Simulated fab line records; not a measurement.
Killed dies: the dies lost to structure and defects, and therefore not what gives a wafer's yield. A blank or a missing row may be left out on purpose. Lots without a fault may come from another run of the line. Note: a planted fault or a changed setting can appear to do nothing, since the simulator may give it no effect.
Check of tool commonality	flow sky130	Sample size 11 lots and 33 wafers

## WHY IT WAS OPENED
At SKY_SONOS_ONO_THK_MEAS_01 the reading SONOS_ONO_OXIDATION_THK is flagged on 2 of 11 lots. No-fault wafers: 2.59 nm, standard deviation 0.06.
Rule: flag the lot when none of its wafers has a number, or when each of its wafers that has one lies beyond 4 standard deviations from that mean. The other lots count as sound.

lot	measured	on	SONOS_ONO_OXIDATION_THK (nm), wafer by wafer	flag
L341	day 11 14:20	film metro-01	2.67 2.61 2.53	
L342	day 12 13:59	film metro-02	2.53 2.58 2.54	
L346	day 12 19:00	film metro-02	2.69 2.68 2.71	
L347	day 13 05:06	film metro-01	2.57 2.55 2.59	
L352	day 14 18:52	film metro-03	2.54 2.58 2.55	
L357	day 16 22:40	film metro-02	2.10 2.08 2.18	FLAGGED
L358	day 17 05:31	film metro-02	2.21 2.12 2.14	FLAGGED
L360	day 17 20:25	film metro-02	2.54 2.58 2.51	
L361	day 18 13:48	film metro-02	2.61 2.57 2.59	
L362	day 19 14:36	film metro-03	2.57 2.53 2.60	
L363	day 20 06:40	film metro-01	2.61 2.61 2.71	
The mean of the flagged lots' numbers is 2.14 nm, -0.45 nm from the usual (-8 standard deviations).

## LOT BY LOT: THE TOOL USED
Before the reading, the record contains 2 process steps out of a 708-step route. Every cell lists first the tool, next ch and the chambers used by the sampled wafers, and last the start.
lot	flag	SKY_VT_ADJUST_LVTN_STRIP_09	SKY_SONOS_ONO_OXIDATION_00
L341		plasma asher-02 ch 0,1, day 6 22:22	furnace-02 ch 0, day 11 12:59
L342		plasma asher-02 ch 1, day 7 20:43	furnace-01 ch 0, day 12 12:38
L346		plasma asher-02 ch 0,1, day 8 00:56	furnace-02 ch 0, day 12 17:38
L347		plasma asher-03 ch 0,1, day 8 08:08	furnace-02 ch 0, day 13 03:44
L352		plasma asher-02 ch 0,1, day 9 14:53	furnace-02 ch 0, day 14 17:31
L357	FLAGGED	plasma asher-02 ch 0,1, day 11 08:23	furnace-02 ch 0, day 16 21:19
L358	FLAGGED	plasma asher-02 ch 0,1, day 11 15:05	furnace-02 ch 0, day 17 04:10
L360		plasma asher-04 ch 0,1, day 12 02:58	furnace-01 ch 0, day 17 19:04
L361		plasma asher-04 ch 0,1, day 12 17:30	furnace-01 ch 0, day 18 12:27
L362		plasma asher-02 ch 0,1, day 13 14:24	furnace-02 ch 0, day 19 13:16
L363		plasma asher-02 ch 0,1, day 14 01:21	furnace-01 ch 0, day 20 05:20
What is done by these steps:
- SKY_VT_ADJUST_LVTN_STRIP_09: strips in O2/N2.
- SKY_SONOS_ONO_OXIDATION_00: stabilise 600 s, purge 300 s, target thk 2.6 nm.
- SKY_SONOS_ONO_THK_MEAS_01

## FLAGGED OVER TOTAL, TOOL BY TOOL (the gauges that took the reading come last)
step	tool	lots run	flagged	share of the flagged lots	sound lots run after its first flagged lot
SKY_VT_ADJUST_LVTN_STRIP_09	plasma asher-02	8	2	all	2 (L362,L363)
SKY_VT_ADJUST_LVTN_STRIP_09	plasma asher-03	1	0	none	-
SKY_VT_ADJUST_LVTN_STRIP_09	plasma asher-04	2	0	none	-
SKY_SONOS_ONO_OXIDATION_00	furnace-01	4	0	none	-
SKY_SONOS_ONO_OXIDATION_00	furnace-02	7	2	all	1 (L362)
SKY_SONOS_ONO_THK_MEAS_01	film metro-01	3	0	none	-
SKY_SONOS_ONO_THK_MEAS_01	film metro-02	6	2	all	2 (L360,L361)
SKY_SONOS_ONO_THK_MEAS_01	film metro-03	2	0	none	-

## THE TABLE: WHAT IT ALLOWS
Rows of the table that ran every flagged lot, 3 in all: plasma asher-02 at SKY_VT_ADJUST_LVTN_STRIP_09, furnace-02 at SKY_SONOS_ONO_OXIDATION_00, film metro-02 at SKY_SONOS_ONO_THK_MEAS_01.
- plasma asher-02 at SKY_VT_ADJUST_LVTN_STRIP_09: 2 of its 8 lots flagged. Lots that were sound ran on it after the first flagged one (L362, L363); a persistent fault on the entire tool would not allow that.
- furnace-02 at SKY_SONOS_ONO_OXIDATION_00: 2 of its 7 lots flagged. Lots that were sound ran on it after the first flagged one (L362); a persistent fault on the entire tool would not allow that. Its own readings (spike tc centre C, spike tc lower C, spike tc top C, spike tc upper C, tube center temp C, tube_center_temp_C_max) fall more than 4 standard deviations out on all wafers of the flagged lots.
- film metro-02 at SKY_SONOS_ONO_THK_MEAS_01: 2 of its 6 lots flagged. Lots that were sound ran on it after the first flagged one (L360, L361); a persistent fault on the entire tool would not allow that.
Every row of the table either missed a flagged lot or ran a sound lot after the first.

## WHAT THE SIMULATOR PUT IN
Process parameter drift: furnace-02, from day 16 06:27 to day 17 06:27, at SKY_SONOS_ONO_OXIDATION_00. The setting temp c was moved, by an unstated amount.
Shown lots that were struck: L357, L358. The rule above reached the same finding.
